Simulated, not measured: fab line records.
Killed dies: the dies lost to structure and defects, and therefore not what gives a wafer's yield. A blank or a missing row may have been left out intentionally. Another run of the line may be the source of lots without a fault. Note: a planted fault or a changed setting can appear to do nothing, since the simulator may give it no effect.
A struck lot beside a sound one | flow sky130 | 16 out of 708 route steps
Sound: wafers L241.1, L241.2, L241.6. Struck: wafer L256.4 (L256.2, L256.6, from the same lot, were not struck and are left out); the cause is given at the end.
At each step with rows: each side's tool, then ch and its chambers, then its first start. Under that, the readings that differ: sound wafers | struck wafers | difference of the means | sigmas: that difference in standard deviations of wafers without a fault.
alike: same words and numbers on both sides, and readings whose means sit less than 2 such deviations apart. not compared: any withheld reading, any reading some wafer has no value for, any bound like >300 that may hide the same value, and any number with overlapping values for which the record gives no deviation.
A row with sigmas, a row that says differs or no value, or rows on one side alone: a step with any of these is where the two part. When numbers do not overlap yet have no deviation, they are printed without sigmas and do not part them. A reading missing from all wafers of one side parts the sides only when that side holds two or more wafers.

SKY_VIA1_CMP_02: polishes SiO2.
  sound on cmp-01 ch 1,2,3, day 34 09:52; struck on cmp-01 ch 3, day 39 11:08
  alike: motor-current-A
SKY_VIA1_BOW_MEAS_03:
  sound on film-metro-02 at day 34 10:07; struck on film-metro-01 at day 39 11:28
  alike: VIA1_BOW
then, 8 steps without rows for these wafers: SKY_VIA1_DEHYDRATE_04 (time 60 s); SKY_VIA1_HMDS_05 (prime time 60 s); SKY_VIA1_COAT_06 (resist thk 60 nm); SKY_VIA1_COAT_07 (resist thk 450 nm); SKY_VIA1_SOFTBAKE_08 (time 90 s); SKY_VIA1_EXPOSE_09 (exposes mask VIM, target cd 150 nm); SKY_VIA1_PEB_10; SKY_VIA1_DEVELOP_11 (develop time 60 s).
SKY_VIA1_CD_MEAS_12 targets a cd of 150 nm.
  sound on cd-sem-01 at day 35 12:55; struck on cd-sem-02 at day 40 12:29
  alike: cd-nm
SKY_VIA1_OVL_MEAS_13:
  sound on overlay-02 at day 35 13:02; struck on overlay-01 at day 40 12:36
  alike: VIA1_OVL
SKY_VIA1_ETCH_14: etches BARC in N2/H2, stops on SiO2, time 45.9 s, target depth 60 nm.
  sound on rie-diel-04 ch 2,3, day 35 13:04; struck on rie-diel-01 ch 0, day 40 12:38
  reading                                     | sound                | struck | difference | sigmas
  oes-product-au (a.u.)                       | 0.853 0.863 0.852    | 1.020  | +0.164     | +31
  run-length-s (s)                            | 74.3 73.8 74.5       | 47.2   | -27.0      | -68
  throttle-valve-pct (%)                      | 13.230 13.222 13.205 | 13.237 | +0.018     | +2
  model.etch.depth-nm (nm)                    | 60.06 60.21 60.15    | 34.13  | -26.01     |
  model.KrF-thick_of_VIA1_COAT_07.thk-nm (nm) | 392.7 393.2 393.1    | 416.4  | +23.4      |
  model.VIA1.cd-nm (nm)                       | 150.4 148.5 150.5    | 146    | -4         |
  alike: drypump-motor-current-A, h2-flow-sccm
  not compared: rf-hours-counter-h
SKY_VIA1_ETCH_15: etches SiO2 in C4F8/O2/Ar, stops on TiN, target depth 351 nm, time 54 s.
  sound on rie-diel-04 ch 2,3, day 35 13:07; struck on rie-diel-01 ch 0, day 40 12:40
  reading                                     | sound             | struck | difference | sigmas
  oes-product-au (a.u.)                       | 0.982 0.983 0.981 | 0.381  | -0.601     | -99 or more
  model.KrF-thick_of_VIA1_COAT_07.thk-nm (nm) | 321.9 323.4 322.7 | 344.9  | +22.2      |
  alike: run-length-s
  not compared: rf-hours-counter-h
SKY_VIA1_STRIP_16: strips in O2/N2.
  sound on plasma-asher-01 ch 0,1, day 35 13:09; struck on plasma-asher-03 ch 0, day 40 12:43
  reading                      | sound             | struck | difference | sigmas
  strip-time-to-endpoint-s (s) | 4.458 4.467 4.461 | 4.668  | +0.206     | +9
  alike: drypump-motor-current-A, oes-product-au
  not compared: rf-hours-counter-h
then, 1 step without rows for these wafers: SKY_VIA1_STRIP_17 (strips in post etch residue remover, time 1200 s).

== WHERE THEY PART ==
Last at SKY_VIA1_STRIP_16 as far as this record goes, first at SKY_VIA1_ETCH_14.

WHY: what had been put in by the simulator
rie-diel-01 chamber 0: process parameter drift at SKY_VIA1_ETCH_14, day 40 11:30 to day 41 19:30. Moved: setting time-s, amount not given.
